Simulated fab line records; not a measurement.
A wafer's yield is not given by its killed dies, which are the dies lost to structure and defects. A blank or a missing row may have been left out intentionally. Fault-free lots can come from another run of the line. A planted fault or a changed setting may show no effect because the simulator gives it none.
Commonality check across tools ; flow sky130 ; 42 wafers sampled across 14 lots

## WHY THIS WAS OPENED
2 of 14 lots carry a flag on the reading SONOS_ONO_OXIDATION_THK at SKY_SONOS_ONO_THK_MEAS_01. No-fault wafers: 2.60 nm, standard deviation 0.049.
Rule: a lot is flagged in two cases, either no wafer of it has a number, or all its wafers with numbers fall more than 4 standard deviations from that mean. As for the other lots, they are considered sound.

lot;measured;on;SONOS_ONO_OXIDATION_THK (nm), wafer by wafer;flag
L917;day 11 07:27;filmMetro-03;2.60 2.53 2.63;
L918;day 11 16:37;filmMetro-02;2.63 2.66 2.61;
L919;day 12 04:11;filmMetro-04;2.59 2.56 2.64;
L920;day 12 09:28;filmMetro-03;2.68 2.69 2.72;
L921;day 12 12:23;filmMetro-02;2.61 2.69 2.62;
L924;day 13 11:24;filmMetro-04;1.75 1.80 1.80;FLAGGED
L925;day 13 21:13;filmMetro-02;1.78 1.84 1.90;FLAGGED
L934;day 16 22:59;filmMetro-04;2.53 2.54 2.61;
L935;day 17 03:17;filmMetro-03;2.58 2.54 2.58;
L936;day 17 20:55;filmMetro-03;2.61 2.52 2.56;
L937;day 18 06:42;filmMetro-03;2.60 2.60 2.62;
L938;day 18 14:37;filmMetro-04;2.64 2.60 2.59;
L939;day 19 08:38;filmMetro-02;2.55 2.59 2.62;
L940;day 19 23:52;filmMetro-02;2.63 2.64 2.68;
Average over the flagged lots: 1.81 nm; offset from the usual -0.79 nm, equal to -16 standard deviations.

## TOOL THAT RAN EACH LOT
The record keeps 1 process step preceding the reading, out of 708 steps on the route. Read each cell as the tool, then ch plus the chambers that the sampled wafers visited, then the start.
lot;flag;SKY_SONOS_ONO_OXIDATION_00
L917;;furnace-01 ch 0, day 11 06:06
L918;;furnace-02 ch 0, day 11 15:16
L919;;furnace-02 ch 0, day 12 02:50
L920;;furnace-01 ch 0, day 12 08:07
L921;;furnace-02 ch 0, day 12 11:02
L924;FLAGGED;furnace-01 ch 0, day 13 10:02
L925;FLAGGED;furnace-01 ch 0, day 13 19:51
L934;;furnace-02 ch 0, day 16 21:38
L935;;furnace-02 ch 0, day 17 01:56
L936;;furnace-01 ch 0, day 17 19:34
L937;;furnace-01 ch 0, day 18 05:20
L938;;furnace-01 ch 0, day 18 13:16
L939;;furnace-01 ch 0, day 19 07:17
L940;;furnace-01 ch 0, day 19 22:31
What the steps here do:
- SKY_SONOS_ONO_OXIDATION_00: stabilise 600 s, purge 300 s, target thk 2.6 nm.
- SKY_SONOS_ONO_THK_MEAS_01

## FLAGGED AGAINST TOTAL, ONE TOOL AT A TIME (gauges that did the reading follow at the end)
step;tool;lots run;flagged;share of the flagged lots;sound lots run after its first flagged lot
SKY_SONOS_ONO_OXIDATION_00;furnace-01;9;2;all;5 (L936,L937,L938,L939,L940)
SKY_SONOS_ONO_OXIDATION_00;furnace-02;5;0;none;-
SKY_SONOS_ONO_THK_MEAS_01;filmMetro-02;5;1;some;2 (L939,L940)
SKY_SONOS_ONO_THK_MEAS_01;filmMetro-03;5;0;none;-
SKY_SONOS_ONO_THK_MEAS_01;filmMetro-04;4;1;some;2 (L934,L938)

## WHAT IS ALLOWED BY THE TABLE
1 row of the table ran every flagged lot: furnace-01 at SKY_SONOS_ONO_OXIDATION_00.
- furnace-01 at SKY_SONOS_ONO_OXIDATION_00: 2 of its 9 lots flagged. Lots that were sound ran on it after the first flagged one (L936, L937, L938, L939, L940); a persistent fault on the entire tool would not allow that. Its own readings lie more than 4 standard deviations out on every wafer of the flagged lots: spikeTcBottomC, spikeTcCentreC, spikeTcLowerC, spikeTcTopC, spikeTcUpperC, tubeCenterTempC, tube_center_temp_C_max.
There is no row in the table that ran each flagged lot and no sound lot after the first.

## WHAT HAD BEEN PUT IN BY THE SIMULATOR
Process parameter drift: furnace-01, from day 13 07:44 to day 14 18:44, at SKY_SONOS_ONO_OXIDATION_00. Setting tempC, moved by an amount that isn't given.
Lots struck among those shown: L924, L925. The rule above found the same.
